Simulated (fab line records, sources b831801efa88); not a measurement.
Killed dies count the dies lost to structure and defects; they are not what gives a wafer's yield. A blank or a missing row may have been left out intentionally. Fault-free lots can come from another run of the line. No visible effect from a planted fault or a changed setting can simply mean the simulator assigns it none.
fab line records :: flow sky130
[record]
  lots = 5
  wafers = 15
  lastDay = 49
route steps=708 shown VT_ADJUST_PCH@146 SONOS_TUNNEL@154 PAD_OPEN@708
lots untouched by any fault: they come from a run of this same line in which no faults occurred
startH: hours from the record's first day to the start of the lot's first wafer shown :: waitH: hours from the lot's prior step to this one :: " unchanged from the row above :: L1.1+2: several wafers, shown together as one row :: - value missing, or start not given :: * or withheld: withheld :: < > ~ a bound
route shown NAME@n: a module of which the file shows steps, and the number in the route of the first :: usual: average and standard deviation across the fault-free wafers :: same: alike in all rows :: chamber/n: place in a boat :: sites: readings site by site :: _std_site: standard deviation across them :: _edge_site: outer sites' mean less inner sites' :: radiusMm: for every site, how far away it sits from the centre of the wafer :: mask NAME#n: copy n :: behind: the last tool/chamber to shape the wafer :: hold: the reason the lot was held/the length of the hold in hours/how it ended :: device: the n, p or np transistor that did not switch :: end of line: the same wafers' tests at the end of the route :: a step with no rows: only its recipe :: killed: dies lost to structure and defects at the first sort, not the wafer's yield :: map: shows each die of a wafer: x if killed, . if not, _ if none is there
set.NAME: the run value of the setting; set.NAME@STEP: its run value at that earlier step :: model.NAME: the simulator's own value behind a step, which no gauge read
certain route steps with their lots: each step a table, each wafer a row
services: the hour from which a tool's chamber was out of use, counted from the record's first day as startH (under 0 if before that day), plus the number of hours and why
[[steps]]
[step SKY_VT_ADJUST_PCH_SOFTBAKE_03]
[recipe]
  tempC = 110
  timeS = withheld
[step SKY_VT_ADJUST_PCH_EXPOSE_04]
[recipe]
  maskId = NWM
  na = 0.6
  sourceShape = conventional
  sigmaOuter = 0.6
  polarization = unpolarized
  targetCdNm = 840
  doseMj = 255
[step SKY_VT_ADJUST_PCH_PEB_05]
[recipe]
  tempC = 115
  timeS = withheld
[step SKY_VT_ADJUST_PCH_DEVELOP_06]
[recipe]
  wallAngleDeg = 90
  developer = TMAH
  developTimeS = 60
  devTempC = 23
[step SKY_VT_ADJUST_PCH_OVL_MEAS_07]
[usual]
  VT_ADJUST_PCH_OVL = 0.7/1.6
lot.wafer: L563.1
tool: overlay-02
chamber: -
startH: 275.84
waitH: -
VT_ADJUST_PCH_OVL[nm]: 0.7

lot.wafer: L563.2
tool: overlay-02
chamber: -
startH: 275.84
waitH: -
VT_ADJUST_PCH_OVL[nm]: 2.4

lot.wafer: L563.3
tool: overlay-02
chamber: -
startH: 275.84
waitH: -
VT_ADJUST_PCH_OVL[nm]: 0.2

lot.wafer: L565.1
tool: overlay-02
chamber: -
startH: 292.87
waitH: -
VT_ADJUST_PCH_OVL[nm]: 1.3

lot.wafer: L565.3
tool: overlay-02
chamber: -
startH: 292.87
waitH: -
VT_ADJUST_PCH_OVL[nm]: 1.9

lot.wafer: L565.4
tool: overlay-02
chamber: -
startH: 292.87
waitH: -
VT_ADJUST_PCH_OVL[nm]: 2.3

lot.wafer: L569.3
tool: overlay-01
chamber: -
startH: 331.30
waitH: -
VT_ADJUST_PCH_OVL[nm]: -0.7

lot.wafer: L569.4
tool: overlay-01
chamber: -
startH: 331.30
waitH: -
VT_ADJUST_PCH_OVL[nm]: 0.2

lot.wafer: L569.6
tool: overlay-01
chamber: -
startH: 331.30
waitH: -
VT_ADJUST_PCH_OVL[nm]: -0.2

lot.wafer: L571.1
tool: overlay-01
chamber: -
startH: 345.02
waitH: -
VT_ADJUST_PCH_OVL[nm]: 0.8

lot.wafer: L571.3
tool: overlay-01
chamber: -
startH: 345.02
waitH: -
VT_ADJUST_PCH_OVL[nm]: 1.7

lot.wafer: L571.6
tool: overlay-01
chamber: -
startH: 345.02
waitH: -
VT_ADJUST_PCH_OVL[nm]: 1.5

lot.wafer: L574.1
tool: overlay-01
chamber: -
startH: 367.19
waitH: -
VT_ADJUST_PCH_OVL[nm]: 1.1

lot.wafer: L574.2
tool: overlay-01
chamber: -
startH: 367.19
waitH: -
VT_ADJUST_PCH_OVL[nm]: 0.7

lot.wafer: L574.5
tool: overlay-01
chamber: -
startH: 367.19
waitH: -
VT_ADJUST_PCH_OVL[nm]: 1.3
[step SKY_VT_ADJUST_PCH_IMPLANT_08]
[recipe]
  species = B
  energyKev = 10
  doseCm2 = 5e+11
  tiltDeg = withheld
[step SKY_VT_ADJUST_PCH_STRIP_09]
[recipe]
  chemistry = O2/N2
  powerW = 1400
  pressureMtorr = 1500
  platenTempC = withheld
  o2FlowSccm = 3000
  n2FlowSccm = 300
  overashFraction = 0.5
[usual]
  drypumpMotorCurrentA = 5.6/0.31
  oesProductAu = 0.723/0.005
  stripTimeToEndpointS = 37.34/0.091
lot.wafer: L563.1
tool: plasmaAsher-04
chamber: 0
startH: 276.02
waitH: 0.1
drypumpMotorCurrentA: 6.0
oesProductAu: 0.727
rfHoursCounterH: 57
stripTimeToEndpointS: 37.30

lot.wafer: L563.2
tool: plasmaAsher-04
chamber: 1
startH: 276.02
waitH: 0.1
drypumpMotorCurrentA: 5.0
oesProductAu: 0.720
rfHoursCounterH: 57
stripTimeToEndpointS: 37.22

lot.wafer: L563.3
tool: plasmaAsher-04
chamber: 0
startH: 276.02
waitH: 0.1
drypumpMotorCurrentA: 6.0
oesProductAu: 0.719
rfHoursCounterH: -
stripTimeToEndpointS: 37.25

lot.wafer: L565.1
tool: plasmaAsher-04
chamber: 0
startH: 293.06
waitH: 0.1
drypumpMotorCurrentA: 5.9
oesProductAu: 0.725
rfHoursCounterH: 59
stripTimeToEndpointS: 37.32

lot.wafer: L565.3
tool: plasmaAsher-04
chamber: 0
startH: 293.06
waitH: 0.1
drypumpMotorCurrentA: 6.0
oesProductAu: 0.718
rfHoursCounterH: -
stripTimeToEndpointS: 37.29

lot.wafer: L565.4
tool: plasmaAsher-04
chamber: 1
startH: 293.06
waitH: 0.1
drypumpMotorCurrentA: 5.0
oesProductAu: 0.717
rfHoursCounterH: -
stripTimeToEndpointS: 37.37

lot.wafer: L569.3
tool: plasmaAsher-01
chamber: 0
startH: 331.51
waitH: 0.1
drypumpMotorCurrentA: 5.7
oesProductAu: 0.721
rfHoursCounterH: -
stripTimeToEndpointS: 37.27

lot.wafer: L569.4
tool: plasmaAsher-01
chamber: 1
startH: 331.51
waitH: 0.1
drypumpMotorCurrentA: 5.6
oesProductAu: 0.724
rfHoursCounterH: -
stripTimeToEndpointS: 37.14

lot.wafer: L569.6
tool: plasmaAsher-01
chamber: 0
startH: 331.51
waitH: 0.1
drypumpMotorCurrentA: 5.8
oesProductAu: 0.728
rfHoursCounterH: -
stripTimeToEndpointS: 37.11

lot.wafer: L571.1
tool: plasmaAsher-01
chamber: 1
startH: 345.21
waitH: 0.1
drypumpMotorCurrentA: 5.6
oesProductAu: 0.731
rfHoursCounterH: 60
stripTimeToEndpointS: 37.34

lot.wafer: L571.3
tool: plasmaAsher-01
chamber: 1
startH: 345.21
waitH: 0.1
drypumpMotorCurrentA: 5.6
oesProductAu: 0.723
rfHoursCounterH: -
stripTimeToEndpointS: 37.40

lot.wafer: L571.6
tool: plasmaAsher-01
chamber: 0
startH: 345.21
waitH: 0.1
drypumpMotorCurrentA: 5.7
oesProductAu: 0.719
rfHoursCounterH: -
stripTimeToEndpointS: 37.35

lot.wafer: L574.1
tool: plasmaAsher-01
chamber: 0
startH: 367.37
waitH: 0.1
drypumpMotorCurrentA: 5.7
oesProductAu: 0.726
rfHoursCounterH: 62
stripTimeToEndpointS: 37.43

lot.wafer: L574.2
tool: plasmaAsher-01
chamber: 1
startH: 367.37
waitH: 0.1
drypumpMotorCurrentA: 5.7
oesProductAu: 0.723
rfHoursCounterH: 62
stripTimeToEndpointS: 37.48

lot.wafer: L574.5
tool: plasmaAsher-01
chamber: 0
startH: 367.37
waitH: 0.1
drypumpMotorCurrentA: 5.7
oesProductAu: 0.718
rfHoursCounterH: -
stripTimeToEndpointS: 37.40
[step SKY_VT_ADJUST_PCH_TW_MEAS_10]
[usual]
  VT_ADJUST_PCH_TW = 142.2/2.1
lot.wafer: L563.1
tool: filmMetro-04
chamber: -
startH: 276.12
waitH: 0.1
VT_ADJUST_PCH_TW: 144.1

lot.wafer: L563.2
tool: filmMetro-04
chamber: -
startH: 276.12
waitH: 0.1
VT_ADJUST_PCH_TW: 144.0

lot.wafer: L563.3
tool: filmMetro-04
chamber: -
startH: 276.12
waitH: 0.1
VT_ADJUST_PCH_TW: 144.6

lot.wafer: L565.1
tool: filmMetro-02
chamber: -
startH: 293.16
waitH: 0.1
VT_ADJUST_PCH_TW: 139.4

lot.wafer: L565.3
tool: filmMetro-02
chamber: -
startH: 293.16
waitH: 0.1
VT_ADJUST_PCH_TW: 139.7

lot.wafer: L565.4
tool: filmMetro-02
chamber: -
startH: 293.16
waitH: 0.1
VT_ADJUST_PCH_TW: 139.4

lot.wafer: L569.3
tool: filmMetro-04
chamber: -
startH: 331.59
waitH: 0.1
VT_ADJUST_PCH_TW: 145.1

lot.wafer: L569.4
tool: filmMetro-04
chamber: -
startH: 331.59
waitH: 0.1
VT_ADJUST_PCH_TW: 144.2

lot.wafer: L569.6
tool: filmMetro-04
chamber: -
startH: 331.59
waitH: 0.1
VT_ADJUST_PCH_TW: 145.4

lot.wafer: L571.1
tool: filmMetro-01
chamber: -
startH: 345.31
waitH: 0.1
VT_ADJUST_PCH_TW: 142.4

lot.wafer: L571.3
tool: filmMetro-01
chamber: -
startH: 345.31
waitH: 0.1
VT_ADJUST_PCH_TW: 142.3

lot.wafer: L571.6
tool: filmMetro-01
chamber: -
startH: 345.31
waitH: 0.1
VT_ADJUST_PCH_TW: 142.5

lot.wafer: L574.1
tool: filmMetro-04
chamber: -
startH: 367.47
waitH: 0.1
VT_ADJUST_PCH_TW: 144.6

lot.wafer: L574.2
tool: filmMetro-04
chamber: -
startH: 367.47
waitH: 0.1
VT_ADJUST_PCH_TW: 144.5

lot.wafer: L574.5
tool: filmMetro-04
chamber: -
startH: 367.47
waitH: 0.1
VT_ADJUST_PCH_TW: 145.1
[step SKY_SONOS_TUNNEL_DEHYDRATE_00]
[recipe]
  tempC = 200
  timeS = 60
[step SKY_SONOS_TUNNEL_HMDS_01]
[recipe]
  primeTimeS = 60
  primeTempC = 120
[step SKY_SONOS_TUNNEL_COAT_02]
[recipe]
  resist = NOVOLAK
  spinRpm = 3000
  resistThkNm = 1140
[step SKY_SONOS_TUNNEL_SOFTBAKE_03]
[recipe]
  tempC = 90
  timeS = 60
  resist = NOVOLAK
[step SKY_SONOS_TUNNEL_EXPOSE_04]
[recipe]
  maskId = TUNM
  na = 0.6
  sourceShape = conventional
  sigmaOuter = 0.6
  polarization = unpolarized
  targetCdNm = 410
  doseMj = 136
lot.wafer: L563.1+2+3
tool: ilineStepper-01
chamber: 0
startH: 288.30
waitH: -
mask: TUNM#0

lot.wafer: L565.1+3+4
tool: ilineStepper-02
chamber: 0
startH: 306.30
waitH: -
mask: TUNM#0

lot.wafer: L569.3+4+6
tool: ilineStepper-02
chamber: 0
startH: 344.36
waitH: -
mask: NWM#0

lot.wafer: L571.1+3+6
tool: ilineStepper-02
chamber: 0
startH: 359.90
waitH: -
mask: TUNM#0

lot.wafer: L574.1+2+5
tool: ilineStepper-02
chamber: 0
startH: 381.83
waitH: -
mask: TUNM#0
[step SKY_SONOS_TUNNEL_PEB_05]
[recipe]
  tempC = withheld
  timeS = *
  resist = NOVOLAK
[step SKY_SONOS_TUNNEL_DEVELOP_06]
[recipe]
  resist = NOVOLAK
  developer = TMAH
  developTimeS = 60
  devTempC = 23
[step SKY_SONOS_TUNNEL_CD_MEAS_07]
[recipe]
  targetCdNm = 410
[usual]
  cdNm = 409.6/2
lot.wafer: L563.1
tool: cdSem-01
chamber: -
startH: 301.02
waitH: 0.1
cdNm: 409.5

lot.wafer: L563.2
tool: cdSem-01
chamber: -
startH: 301.02
waitH: 0.1
cdNm: 408.1

lot.wafer: L563.3
tool: cdSem-01
chamber: -
startH: 301.02
waitH: 0.1
cdNm: 407.5

lot.wafer: L565.1
tool: cdSem-01
chamber: -
startH: 319.15
waitH: 0.1
cdNm: 405.0

lot.wafer: L565.3
tool: cdSem-01
chamber: -
startH: 319.15
waitH: 0.1
cdNm: 409.8

lot.wafer: L565.4
tool: cdSem-01
chamber: -
startH: 319.15
waitH: 0.1
cdNm: 406.7

lot.wafer: L569.3
tool: cdSem-01
chamber: -
startH: 358.43
waitH: 0.1
cdNm: -

lot.wafer: L569.4
tool: cdSem-01
chamber: -
startH: 358.43
waitH: 0.1
cdNm: -

lot.wafer: L569.6
tool: cdSem-01
chamber: -
startH: 358.43
waitH: 0.1
cdNm: -

lot.wafer: L571.1
tool: cdSem-02
chamber: -
startH: 372.74
waitH: 0.1
cdNm: 413.6

lot.wafer: L571.3
tool: cdSem-02
chamber: -
startH: 372.74
waitH: 0.1
cdNm: 412.0

lot.wafer: L571.6
tool: cdSem-02
chamber: -
startH: 372.74
waitH: 0.1
cdNm: 413.0

lot.wafer: L574.1
tool: cdSem-01
chamber: -
startH: 395.75
waitH: 0.1
cdNm: 407.6

lot.wafer: L574.2
tool: cdSem-01
chamber: -
startH: 395.75
waitH: 0.1
cdNm: 407.3

lot.wafer: L574.5
tool: cdSem-01
chamber: -
startH: 395.75
waitH: 0.1
cdNm: 407.2
[step SKY_SONOS_TUNNEL_OVL_MEAS_08]
[usual]
  SONOS_TUNNEL_OVL = 0.1/1.1
lot.wafer: L563.1
tool: overlay-01
chamber: -
startH: 301.14
waitH: 0.1
SONOS_TUNNEL_OVL[nm]: -0.1

lot.wafer: L563.2
tool: overlay-01
chamber: -
startH: 301.14
waitH: 0.1
SONOS_TUNNEL_OVL[nm]: -4.5

lot.wafer: L563.3
tool: overlay-01
chamber: -
startH: 301.14
waitH: 0.1
SONOS_TUNNEL_OVL[nm]: -1.3

lot.wafer: L565.1
tool: overlay-01
chamber: -
startH: 319.27
waitH: 0.1
SONOS_TUNNEL_OVL[nm]: -0.3

lot.wafer: L565.3
tool: overlay-01
chamber: -
startH: 319.27
waitH: 0.1
SONOS_TUNNEL_OVL[nm]: 0.6

lot.wafer: L565.4
tool: overlay-01
chamber: -
startH: 319.27
waitH: 0.1
SONOS_TUNNEL_OVL[nm]: -0.5

lot.wafer: L569.3
tool: overlay-01
chamber: -
startH: 358.52
waitH: 0.1
SONOS_TUNNEL_OVL[nm]: -

lot.wafer: L569.4
tool: overlay-01
chamber: -
startH: 358.52
waitH: 0.1
SONOS_TUNNEL_OVL[nm]: -

lot.wafer: L569.6
tool: overlay-01
chamber: -
startH: 358.52
waitH: 0.1
SONOS_TUNNEL_OVL[nm]: -

lot.wafer: L571.1
tool: overlay-01
chamber: -
startH: 372.86
waitH: 0.1
SONOS_TUNNEL_OVL[nm]: -0.7

lot.wafer: L571.3
tool: overlay-01
chamber: -
startH: 372.86
waitH: 0.1
SONOS_TUNNEL_OVL[nm]: -1.9

lot.wafer: L571.6
tool: overlay-01
chamber: -
startH: 372.86
waitH: 0.1
SONOS_TUNNEL_OVL[nm]: -0.8

lot.wafer: L574.1
tool: overlay-02
chamber: -
startH: 395.87
waitH: 0.1
SONOS_TUNNEL_OVL[nm]: -0.4

lot.wafer: L574.2
tool: overlay-02
chamber: -
startH: 395.87
waitH: 0.1
SONOS_TUNNEL_OVL[nm]: 0.6

lot.wafer: L574.5
tool: overlay-02
chamber: -
startH: 395.87
waitH: 0.1
SONOS_TUNNEL_OVL[nm]: 0.2
[step SKY_SONOS_TUNNEL_IMPLANT_09]
[recipe]
  species = B
  energyKev = 20
  doseCm2 = 1e+12
  tiltDeg = withheld
[step SKY_SONOS_TUNNEL_WET_ETCH_10]
[recipe]
  chemistry = dHF
  targetDepthNm = 14
  target = SiO2
  dilution = 100:1
  tempC = 25
  timeS = 280
[step SKY_SONOS_TUNNEL_STRIP_11]
[recipe]
  chemistry = SPM
  timeS = 600
  tempC = 130
[step SKY_SONOS_TUNNEL_TW_MEAS_12]
[usual]
  SONOS_TUNNEL_TW = 197.7/2.5
lot.wafer: L563.1
tool: filmMetro-04
chamber: -
startH: 301.60
waitH: 0.0
hold: -
SONOS_TUNNEL_TW: 200.4

lot.wafer: L563.2
tool: filmMetro-04
chamber: -
startH: 301.60
waitH: 0.0
hold: -
SONOS_TUNNEL_TW: 201.4

lot.wafer: L563.3
tool: filmMetro-04
chamber: -
startH: 301.60
waitH: 0.0
hold: -
SONOS_TUNNEL_TW: 200.1

lot.wafer: L565.1
tool: filmMetro-04
chamber: -
startH: 319.72
waitH: 0.0
hold: -
SONOS_TUNNEL_TW: 200.3

lot.wafer: L565.3
tool: filmMetro-04
chamber: -
startH: 319.72
waitH: 0.0
hold: -
SONOS_TUNNEL_TW: 199.4

lot.wafer: L565.4
tool: filmMetro-04
chamber: -
startH: 319.72
waitH: 0.0
hold: -
SONOS_TUNNEL_TW: 199.9

lot.wafer: L569.3
tool: filmMetro-03
chamber: -
startH: 358.97
waitH: 0.0
hold: awaitDispo/0.2h/release
SONOS_TUNNEL_TW: 30.2

lot.wafer: L569.4
tool: filmMetro-03
chamber: -
startH: 358.97
waitH: 0.0
hold: awaitDispo/0.2h/release
SONOS_TUNNEL_TW: 30.2

lot.wafer: L569.6
tool: filmMetro-03
chamber: -
startH: 358.97
waitH: 0.0
hold: awaitDispo/0.2h/release
SONOS_TUNNEL_TW: 30.2

lot.wafer: L569.3
tool: filmMetro-03
chamber: -
startH: 359.20
waitH: 0.2
hold: -
SONOS_TUNNEL_TW: 30.3

lot.wafer: L569.4
tool: filmMetro-03
chamber: -
startH: 359.20
waitH: 0.2
hold: -
SONOS_TUNNEL_TW: 30.0

lot.wafer: L569.6
tool: filmMetro-03
chamber: -
startH: 359.20
waitH: 0.2
hold: -
SONOS_TUNNEL_TW: 30.2

lot.wafer: L571.1
tool: filmMetro-03
chamber: -
startH: 373.30
waitH: 0.0
hold: -
SONOS_TUNNEL_TW: 197.3

lot.wafer: L571.3
tool: filmMetro-03
chamber: -
startH: 373.30
waitH: 0.0
hold: -
SONOS_TUNNEL_TW: 196.7

lot.wafer: L571.6
tool: filmMetro-03
chamber: -
startH: 373.30
waitH: 0.0
hold: -
SONOS_TUNNEL_TW: 198.4

lot.wafer: L574.1
tool: filmMetro-02
chamber: -
startH: 396.32
waitH: 0.0
hold: -
SONOS_TUNNEL_TW: 194.3

lot.wafer: L574.2
tool: filmMetro-02
chamber: -
startH: 396.32
waitH: 0.0
hold: -
SONOS_TUNNEL_TW: 193.9

lot.wafer: L574.5
tool: filmMetro-02
chamber: -
startH: 396.32
waitH: 0.0
hold: -
SONOS_TUNNEL_TW: 195.0
[step SKY_PAD_OPEN_PROBE_99]
[usual]
  defectLimitedYield = 82.2/2.2
  killed_at_M0_to_M3 = 45/7.1
  killed_at_M4_up = 3.0/1.8
  killedAtContacts = 24/5.4
  killedAtFrontEnd = 16/4.9
  killedAtOther = 0.3/0.63
  killedDies = 88/11
  killedOpen = 47/7.4
  killedShort = 40/7
  sort_bin_3_pad_short = 1.0/0.43
  sort_bin_5_function = 10.6/1.7
  sort_bin_6_memory = 6.3/1.1
  sortNPass = 404/11
  sortYieldPct = 82.2/2.2
[same]
  grossDies = 492
  killedAtBackSide = 0
  sort_bin_4_leakage[%] = 0
  sort_bin_8_speed[%] = 0
lot.wafer: L563.1
tool: prober-01
chamber: -
startH: 1126.62
waitH: 0.1
defectLimitedYield[%]: 80.9
killed_at_M0_to_M3: 48
killed_at_M4_up: 1
killedAtContacts: 30
killedAtFrontEnd: 15
killedAtOther: 0
killedDies: 94
killedOpen: 50
killedShort: 44
sort_bin_3_pad_short[%]: 2.2
sort_bin_5_function[%]: 10.2
sort_bin_6_memory[%]: 6.7
sortNPass: 398
sortYieldPct[%]: 80.9

lot.wafer: L563.2
tool: prober-01
chamber: -
startH: 1126.67
waitH: 0.1
defectLimitedYield[%]: 82.7
killed_at_M0_to_M3: 48
killed_at_M4_up: 5
killedAtContacts: 15
killedAtFrontEnd: 17
killedAtOther: 0
killedDies: 85
killedOpen: 42
killedShort: 43
sort_bin_3_pad_short[%]: 1.8
sort_bin_5_function[%]: 10.0
sort_bin_6_memory[%]: 5.5
sortNPass: 407
sortYieldPct[%]: 82.7

lot.wafer: L563.3
tool: prober-01
chamber: -
startH: 1126.72
waitH: 0.2
defectLimitedYield[%]: 82.3
killed_at_M0_to_M3: 44
killed_at_M4_up: 3
killedAtContacts: 19
killedAtFrontEnd: 21
killedAtOther: 0
killedDies: 87
killedOpen: 48
killedShort: 39
sort_bin_3_pad_short[%]: 0.6
sort_bin_5_function[%]: 10.2
sort_bin_6_memory[%]: 6.9
sortNPass: 405
sortYieldPct[%]: 82.3

lot.wafer: L565.1
tool: prober-02
chamber: -
startH: 1129.08
waitH: 0.1
defectLimitedYield[%]: 85.0
killed_at_M0_to_M3: 32
killed_at_M4_up: 6
killedAtContacts: 25
killedAtFrontEnd: 11
killedAtOther: 0
killedDies: 74
killedOpen: 43
killedShort: 31
sort_bin_3_pad_short[%]: 0.4
sort_bin_5_function[%]: 9.1
sort_bin_6_memory[%]: 5.5
sortNPass: 418
sortYieldPct[%]: 85.0

lot.wafer: L565.3
tool: prober-02
chamber: -
startH: 1129.18
waitH: 0.2
defectLimitedYield[%]: 84.6
killed_at_M0_to_M3: 41
killed_at_M4_up: 2
killedAtContacts: 22
killedAtFrontEnd: 11
killedAtOther: 0
killedDies: 76
killedOpen: 41
killedShort: 35
sort_bin_3_pad_short[%]: 1.6
sort_bin_5_function[%]: 9.6
sort_bin_6_memory[%]: 4.3
sortNPass: 416
sortYieldPct[%]: 84.6

lot.wafer: L565.4
tool: prober-02
chamber: -
startH: 1129.23
waitH: 0.2
defectLimitedYield[%]: 81.7
killed_at_M0_to_M3: 46
killed_at_M4_up: 6
killedAtContacts: 27
killedAtFrontEnd: 11
killedAtOther: 0
killedDies: 90
killedOpen: 46
killedShort: 44
sort_bin_3_pad_short[%]: 1.2
sort_bin_5_function[%]: 10.4
sort_bin_6_memory[%]: 6.7
sortNPass: 402
sortYieldPct[%]: 81.7

lot.wafer: L571.1
tool: prober-02
chamber: -
startH: 1167.21
waitH: 0.1
defectLimitedYield[%]: 79.5
killed_at_M0_to_M3: 57
killed_at_M4_up: 3
killedAtContacts: 22
killedAtFrontEnd: 17
killedAtOther: 2
killedDies: 101
killedOpen: 49
killedShort: 50
sort_bin_3_pad_short[%]: 0.8
sort_bin_5_function[%]: 13.0
sort_bin_6_memory[%]: 6.7
sortNPass: 391
sortYieldPct[%]: 79.5

lot.wafer: L571.3
tool: prober-02
chamber: -
startH: 1167.31
waitH: 0.2
defectLimitedYield[%]: 81.9
killed_at_M0_to_M3: 39
killed_at_M4_up: 5
killedAtContacts: 27
killedAtFrontEnd: 18
killedAtOther: 0
killedDies: 89
killedOpen: 57
killedShort: 32
sort_bin_3_pad_short[%]: 0.6
sort_bin_5_function[%]: 10.6
sort_bin_6_memory[%]: 6.9
sortNPass: 403
sortYieldPct[%]: 81.9

lot.wafer: L571.6
tool: prober-02
chamber: -
startH: 1167.46
waitH: 0.2
defectLimitedYield[%]: 80.3
killed_at_M0_to_M3: 49
killed_at_M4_up: 0
killedAtContacts: 27
killedAtFrontEnd: 19
killedAtOther: 2
killedDies: 97
killedOpen: 53
killedShort: 43
sort_bin_3_pad_short[%]: 1.0
sort_bin_5_function[%]: 12.0
sort_bin_6_memory[%]: 6.7
sortNPass: 395
sortYieldPct[%]: 80.3

lot.wafer: L574.1
tool: prober-01
chamber: -
startH: 1177.64
waitH: 0.1
defectLimitedYield[%]: 86.4
killed_at_M0_to_M3: 39
killed_at_M4_up: 1
killedAtContacts: 17
killedAtFrontEnd: 10
killedAtOther: 0
killedDies: 67
killedOpen: 31
killedShort: 36
sort_bin_3_pad_short[%]: 0.4
sort_bin_5_function[%]: 7.1
sort_bin_6_memory[%]: 6.1
sortNPass: 425
sortYieldPct[%]: 86.4

lot.wafer: L574.2
tool: prober-01
chamber: -
startH: 1177.69
waitH: 0.1
defectLimitedYield[%]: 83.3
killed_at_M0_to_M3: 43
killed_at_M4_up: 3
killedAtContacts: 22
killedAtFrontEnd: 14
killedAtOther: 0
killedDies: 82
killedOpen: 37
killedShort: 45
sort_bin_3_pad_short[%]: 0.8
sort_bin_5_function[%]: 9.6
sort_bin_6_memory[%]: 6.3
sortNPass: 410
sortYieldPct[%]: 83.3

lot.wafer: L574.5
tool: prober-01
chamber: -
startH: 1177.84
waitH: 0.2
defectLimitedYield[%]: 83.9
killed_at_M0_to_M3: 42
killed_at_M4_up: 4
killedAtContacts: 23
killedAtFrontEnd: 10
killedAtOther: 0
killedDies: 79
killedOpen: 43
killedShort: 36
sort_bin_3_pad_short[%]: 1.2
sort_bin_5_function[%]: 9.6
sort_bin_6_memory[%]: 5.3
sortNPass: 413
sortYieldPct[%]: 83.9
// killed by level:class
L563.1 CONTACT:geometricParticle:open=10 VIA1:geometricParticle:open=10 LI_CONTACT:geometricParticle:open=8 VIA3:geometricParticle:short=8 CONTACT:geometricParticle:short=7 VIA2:geometricParticle:open=7 FIELD_ISO:geometricParticle:open=6 METAL1:geometricParticle:short=5
L563.2 VIA1:geometricParticle:open=10 VIA3:geometricParticle:open=7 FIELD_ISO:geometricParticle:short=6 LI_CONTACT:geometricParticle:open=6 VIA1:geometricParticle:short=6 FIELD_ISO:geometricParticle:open=5 METAL3:geometricParticle:short=5 METAL1:geometricParticle:short=4
L563.3 VIA1:geometricParticle:open=10 CONTACT:geometricParticle:open=9 METAL1:geometricParticle:short=5 METAL2:geometricParticle:short=5 VIA2:geometricParticle:open=5 METAL3:geometricParticle:short=5 VIA3:geometricParticle:open=5 FIELD_ISO:geometricParticle:short=4
L565.1 CONTACT:geometricParticle:open=11 VIA1:geometricParticle:open=9 LI_CONTACT:geometricParticle:open=5 CONTACT:geometricParticle:short=5 VIA2:geometricParticle:open=5 POLY_GATE:geometricParticle:short=4 FIELD_ISO:geometricParticle:open=3 VIA1:geometricParticle:short=3
L565.3 VIA1:geometricParticle:open=9 CONTACT:geometricParticle:open=8 VIA3:geometricParticle:open=8 CONTACT:geometricParticle:short=6 METAL1:geometricParticle:short=5 LI_CONTACT:geometricParticle:open=4 METAL2:geometricParticle:short=4 VIA3:geometricParticle:short=4
L565.4 VIA1:geometricParticle:open=10 LOCAL_INTERCONNECT:geometricParticle:short=8 METAL1:geometricParticle:short=7 VIA3:geometricParticle:open=7 CONTACT:geometricParticle:short=6 CONTACT:geometricParticle:open=6 VIA2:geometricParticle:open=6 POLY_GATE:geometricParticle:short=5
L571.1 VIA3:geometricParticle:open=15 VIA1:geometricParticle:short=9 VIA1:geometricParticle:open=8 METAL1:geometricParticle:short=8 CONTACT:geometricParticle:open=7 VIA2:geometricParticle:short=7 CONTACT:geometricParticle:short=6 POLY_GATE:geometricParticle:short=5
L571.3 VIA1:geometricParticle:open=10 LI_CONTACT:geometricParticle:open=9 VIA3:geometricParticle:open=9 CONTACT:geometricParticle:open=8 POLY_GATE:geometricParticle:short=6 POLY_GATE:geometricParticle:open=6 LOCAL_INTERCONNECT:geometricParticle:short=6 METAL1:geometricParticle:short=6
L571.6 CONTACT:geometricParticle:open=10 LI_CONTACT:geometricParticle:open=8 METAL1:geometricParticle:short=8 CONTACT:geometricParticle:short=7 VIA3:geometricParticle:open=7 VIA1:geometricParticle:open=7 VIA2:geometricParticle:open=7 POLY_GATE:geometricParticle:open=6
L574.1 VIA1:geometricParticle:open=13 LI_CONTACT:geometricParticle:open=7 VIA1:geometricParticle:short=6 METAL1:geometricParticle:short=6 CONTACT:geometricParticle:short=4 FIELD_ISO:geometricParticle:short=3 SONOS_ONO:geometricParticle:short=3 LOCAL_INTERCONNECT:geometricParticle:short=3
L574.2 METAL2:geometricParticle:short=9 LI_CONTACT:geometricParticle:open=8 VIA3:geometricParticle:open=8 CONTACT:geometricParticle:short=7 FIELD_ISO:geometricParticle:short=6 VIA1:geometricParticle:open=6 CONTACT:geometricParticle:open=5 FIELD_ISO:geometricParticle:open=4
L574.5 VIA1:geometricParticle:open=13 CONTACT:geometricParticle:open=9 VIA2:geometricParticle:open=8 LI_CONTACT:geometricParticle:open=7 FIELD_ISO:geometricParticle:short=5 POLY_GATE:geometricParticle:short=4 LI_CONTACT:geometricParticle:short=4 METAL1:geometricParticle:short=4
[[services]]
tool: ilineStepper-02
chamber: -
startH: 283.91
hours: 1.0
kind: repair

tool: ilineStepper-01
chamber: -
startH: 298.62
hours: 13.8
kind: repair

tool: ilineStepper-02
chamber: -
startH: 312.45
hours: 1.7
kind: pm

tool: ilineStepper-02
chamber: 0
startH: 312.79
hours: -
kind: calibration

tool: ilineStepper-01
chamber: -
startH: 335.69
hours: 1.7
kind: pm

tool: ilineStepper-01
chamber: -
startH: 340.03
hours: 11.2
kind: repair

tool: ilineStepper-01
chamber: 0
startH: 376.46
hours: -
kind: calibration
[[key]]
[firstSign]
  step = SKY_SONOS_TUNNEL_EXPOSE_04
  reading = mask
  direction = changed
[effect]
  step = SKY_SONOS_TUNNEL_CD_MEAS_07
  reading = cdNm
  direction = missing
[effect]
  step = SKY_SONOS_TUNNEL_OVL_MEAS_08
  reading = SONOS_TUNNEL_OVL
  direction = missing
[effect]
  step = SKY_SONOS_TUNNEL_TW_MEAS_12
  reading = visit
  direction = added
[effect]
  step = SKY_SONOS_TUNNEL_TW_MEAS_12
  reading = SONOS_TUNNEL_TW
  direction = down
  sigmas = 68
  usual = 197.7
  struck = 30.2
metAt SKY_SONOS_TUNNEL_EXPOSE_04
struckWafers L569.3,L569.4,L569.6
scrappedBehind SKY_SONOS_TUNNEL_TW_MEAS_12 L569.3,L569.4,L569.6
onsetBetween 306.30 344.36
[fault]
  kind = wrongMask
  tool = any
  chamber = -
  onsetH = 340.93
  steps = SKY_SONOS_TUNNEL_EXPOSE_04
  auxCopy = NWM#0
  scope = struckLotsOnly
